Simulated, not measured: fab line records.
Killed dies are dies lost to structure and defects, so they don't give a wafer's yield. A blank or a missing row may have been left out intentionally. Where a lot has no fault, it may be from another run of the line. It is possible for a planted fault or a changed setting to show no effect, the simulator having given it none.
Problem report in the 8D (eight disciplines) form, filled by code :: flow gf180mcu :: the parts of the form that need people (team, actions taken, sign-off) are left out

## 1. WHAT IS WRONG
strip_time_to_endpoint_s at GF_HV_LDD_STRIP_37 reads a mean of 12.43 s on 9 wafers of 3 lots; wafers without a fault read 12.62 s with a standard deviation of 0.031. That puts it -6.0 standard deviations away from the usual mean.
The step: strips in O2/N2.
The first sign was on wafer L719.3 at day 15 05:37, on plasma_asher-04. Wafers with a number at this step in the record: 42, from 14 lots. Rule for "out", or "out of limits": more than 4 standard deviations from the usual mean. All remaining wafers that have a number are taken as sound.

## 2. WHAT IT IS, WHAT IT ISN'T
question: which readings at this step
is: strip_time_to_endpoint_s
is not: drypump_motor_current_A, heater_power_w, o2_flow_sccm, oes_product_au

question: which lots
is: L719, L720, L724
is not: L708, L710, L711, L712, L714, L716, L717, L718, L721, L728, L729

question: which wafers of those lots
is: all that have a number
is not: -

question: read on which tools
is: plasma_asher-03, plasma_asher-04
is not: plasma_asher-02

question: when
is: from day 15 05:37
is not: up to then (24 sound wafers); but 9 sound wafers of L721, L728, L729 came after

## 3. WHAT RULES OUT EACH SUSPECT
Counting: a tool at a process step up to the reading stays a suspect if it ran every lot that is out and no sound lot after the first of them.
- litho_track-03 at GF_HV_LDD_COAT_26 (resist thk 1000 nm): kept. All lots that are out passed through it, beginning with L719 at day 14 18:20, and no sound lot followed; its final sound lot before that point was L718 at day 14 11:37.
After counting, what remains is litho_track-03 at GF_HV_LDD_COAT_26.

## 4. THE CAUSE (what the simulator had put in)
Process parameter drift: litho_track-03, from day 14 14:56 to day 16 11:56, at GF_HV_LDD_COAT_26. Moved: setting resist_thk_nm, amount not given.
Counting left only this tool.

## 5. THE EFFECT CHAIN, in route order
Each row: a reading where the mean over the struck wafers with a number is more than 3 standard deviations away from the usual. Only readings whose record carries a usual standard deviation are examined. hours: median over the lots of the time between each lot's start at the first step of this table that gives one and its start at this step. sigmas: the change, counted in usual standard deviations.
hours: 0
step: GF_HV_LDD_STRIP_37
reading: strip_time_to_endpoint_s
usual: 12.62 s
on struck wafers: 12.43
change: -0.19
sigmas: -6.0
Here are the process steps it includes:
- GF_HV_LDD_STRIP_37: strips in O2/N2.

## 6. HOW IT WOULD HAVE BEEN CAUGHT EARLIER
The fault began at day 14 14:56; the first out-of-limits reading in this record came at day 15 05:37, 15 hours later.
Among the 3 lots that are out, L724 began GF_HV_LDD_COAT_26 on litho_track-03 after day 15 05:37. It would have been spared by a hold on the tool at that moment.
